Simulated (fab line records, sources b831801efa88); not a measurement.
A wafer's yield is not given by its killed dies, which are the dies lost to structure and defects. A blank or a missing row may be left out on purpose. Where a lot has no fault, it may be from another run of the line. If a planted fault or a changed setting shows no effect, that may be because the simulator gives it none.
Problem report, 8D (eight disciplines) form, completed by code || flow sky130 || the parts of the form that need people (team, actions taken, sign-off) are left out

== 1. THE PROBLEM ==
A mean of 0.886 a.u. is read at SKY_VIA3_ETCH_15 for oes-product-au, taken on 1 wafer of 1 lot, against 0.947 a.u. (standard deviation 0.0053) on wafers free of any fault. That is -12 standard deviations from the usual mean.
The step: etches SiO2 in C4F8/O2/Ar, stops on TiN, target depth 507 nm, time 78 s.
Earliest sighting: wafer L559.2 on rie-diel-01 at day 40 11:11. Wafers with a number at this step in the record: 33, from 11 lots. Rule for "out" (also "out of limits"): further than 4 standard deviations from the usual mean. The other wafers with a number count as sound.

== 2. WHAT IT IS AND WHAT IT IS NOT ==
{"question": "which readings at this step", "is": "oes-product-au", "is not": "-"}
{"question": "which lots", "is": "L559", "is not": "L556, L557, L558, L568, L572, L575, L576, L577, L578, L579"}
{"question": "which wafers of those lots", "is": "L559.2", "is not": "L559.1, L559.5"}
{"question": "read on which tools", "is": "rie-diel-01", "is not": "rie-diel-03, rie-diel-04"}
{"question": "when", "is": "from day 40 11:11", "is not": "up to then (11 sound wafers); but 21 sound wafers of L568, L572, L575, L576, L577, L578, L579 came after"}

== 3. THE SUSPECTS, EACH WITH WHAT RULES IT OUT ==
Counting: any tool at a process step up to the reading remains a suspect provided it ran every lot that is out. Sound lots after the first of them don't rule it out here, since some wafers of a struck lot are sound.
- pecvd-03 at SKY_CONTACT_CVD_00 (deposits Si3N4, target thk 75 nm): kept. It ran the lot that is out, L559 (day 31 08:58).
- pvd-sputter-03 at SKY_METAL1_SPUTTER_04 (material TiN, target thk 70 nm, time 58.3 s): kept. The lot that is out, L559, ran on it at day 32 13:08; the last sound lot it ran before that was L557, at day 31 19:58.
- cmp-02 at SKY_VIA3_CMP_02 (polishes SiO2): kept. The lot that is out, L559, ran on it at day 39 10:18; the last sound lot it ran before that was L557, at day 38 17:25.
- rie-diel-01 at SKY_VIA3_ETCH_15 (etches SiO2 in C4F8/O2/Ar, stops on TiN, target depth 507 nm, time 78 s): kept. The lot that is out, L559, ran on it at day 40 11:11; the last sound lot it ran before that was L558, at day 40 00:42. Out on those wafers are its own readings of oes-product-au.
- The sound lot-mates ran in chamber 1 of rie-diel-01 at SKY_VIA3_ETCH_15, but the wafers that are out ran in chamber 0.
Left after counting: pecvd-03 at SKY_CONTACT_CVD_00, pvd-sputter-03 at SKY_METAL1_SPUTTER_04, cmp-02 at SKY_VIA3_CMP_02, rie-diel-01 at SKY_VIA3_ETCH_15.

== 4. THE CAUSE (what the simulator had put in) ==
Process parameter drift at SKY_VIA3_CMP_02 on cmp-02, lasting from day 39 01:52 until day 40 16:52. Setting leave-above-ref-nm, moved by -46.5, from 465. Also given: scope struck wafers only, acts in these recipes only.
4 suspects survive the count, and this tool is in that group.

== 5. THE EFFECT CHAIN, in route order ==
One row per reading whose mean, taken over the struck wafers that have a number, lies over 3 standard deviations from the usual. Only readings whose record carries a usual standard deviation are examined. hours: median over the lots of the time between each lot's start at the first step of this table that gives one and its start at this step. sigmas: the change, counted in usual standard deviations.
{"hours": 0, "step": "SKY_VIA3_ETCH_15", "reading": "oes-product-au", "usual": "0.947 a.u.", "on struck wafers": 0.886, "change": -0.061, "sigmas": -12}
Process steps it contains:
- SKY_VIA3_ETCH_15: etches SiO2 in C4F8/O2/Ar, stops on TiN, target depth 507 nm, time 78 s.

== 6. HOW IT WOULD HAVE BEEN CAUGHT EARLIER ==
The fault began at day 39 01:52; the first out-of-limits reading in this record came at day 40 11:11, 33 hours later.
No tool reading at SKY_VIA3_CMP_02 that has a usual standard deviation in the record was out on any struck wafer, so an alarm limit of 4 standard deviations on those readings would not have fired.
All the lots that are out (1) had begun SKY_VIA3_CMP_02 on cmp-02 by day 40 11:11. None of them would have been spared by holding the tool at that moment.
